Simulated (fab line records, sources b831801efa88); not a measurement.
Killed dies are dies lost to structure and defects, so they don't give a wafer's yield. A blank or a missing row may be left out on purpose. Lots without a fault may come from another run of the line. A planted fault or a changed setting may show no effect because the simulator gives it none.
One fault seen from 2 desks | flow sky130 | each desk has only its own numbers; what lay behind them comes last

THE TOOL OWNER'S DESK: rie_metal-02
The tool's own readings at SKY_METAL2_METAL_ETCH_19 (etches the open film in Cl2/BCl3, stops on SiO2, target depth 360 nm, time 78 s): means of the sampled wafers that have a number, for each lot that ran on this tool. A lot is out of limits, marked OUT, if its mean lies more than 4 standard deviations from the usual mean; the brackets give that distance.
Columns: A = bias_w at SKY_METAL2_METAL_ETCH_19, usual 48.51 W; B = drypump_motor_current_A at SKY_METAL2_METAL_ETCH_19, usual 5.7 A; C = oes_product_au at SKY_METAL2_METAL_ETCH_19, usual 0.853 a.u.; D = throttle_valve_pct at SKY_METAL2_METAL_ETCH_19, usual 22.263 %
lot  | first seen here | A     | B   | C     | D
L713 | day 36 20:59    | 48.50 | 6.1 | 0.849 | 22.263
L714 | day 37 21:48    | 48.44 | 6.1 | 0.845 | 22.269
L725 | day 41 02:10    | 48.54 | 6.1 | 0.850 | 22.265
L727 | day 41 08:29    | 48.54 | 5.8 | 0.860 | 22.265
L728 | day 41 22:58    | 48.36 | 6.1 | 0.846 | 22.270
This desk's finding: nothing out of limits on any of the 5 lots.

THE METROLOGY DESK
What the gauges read, lot by lot, whatever tool the lot ran on: means of the sampled wafers that have a number. A lot is out of limits, marked OUT, if its mean lies more than 4 standard deviations from the usual mean; the brackets give that distance.
Columns: A = CAP2M_TIN_THK at SKY_CAP2M_THK_MEAS_04, usual 197.3 nm; B = cd_nm at SKY_METAL4_CD_MEAS_13, usual 300.6 nm
lot  | first seen here | A     | B
L707 | day 39 18:34    | 198.8 | 298.2
L708 | day 40 00:29    | 197.5 | 301.1
L711 | day 41 07:35    | 196.1 | 300.0
L713 | day 41 09:07    | 199.5 | 299.3
L714 | day 42 09:14    | 200.1 | 299.4
L716 | day 42 20:12    | 197.4 | 300.9
L720 | day 43 15:33    | 197.6 | 300.5
L724 | day 45 03:26    | 198.4 | 301.3
L725 | day 45 06:49    | 199.2 | 298.2
L727 | day 45 11:29    | 195.7 | 301.1
L728 | day 46 00:52    | 195.8 | 302.2
L730 | day 46 06:41    | 197.4 | 302.4
This desk's finding: nothing out of limits on any of the 12 lots.

PUT TOGETHER
The tool owner's desk saw nothing out of limits.
The metrology desk saw nothing out of limits.

WHAT THE SIMULATOR HAD PUT IN
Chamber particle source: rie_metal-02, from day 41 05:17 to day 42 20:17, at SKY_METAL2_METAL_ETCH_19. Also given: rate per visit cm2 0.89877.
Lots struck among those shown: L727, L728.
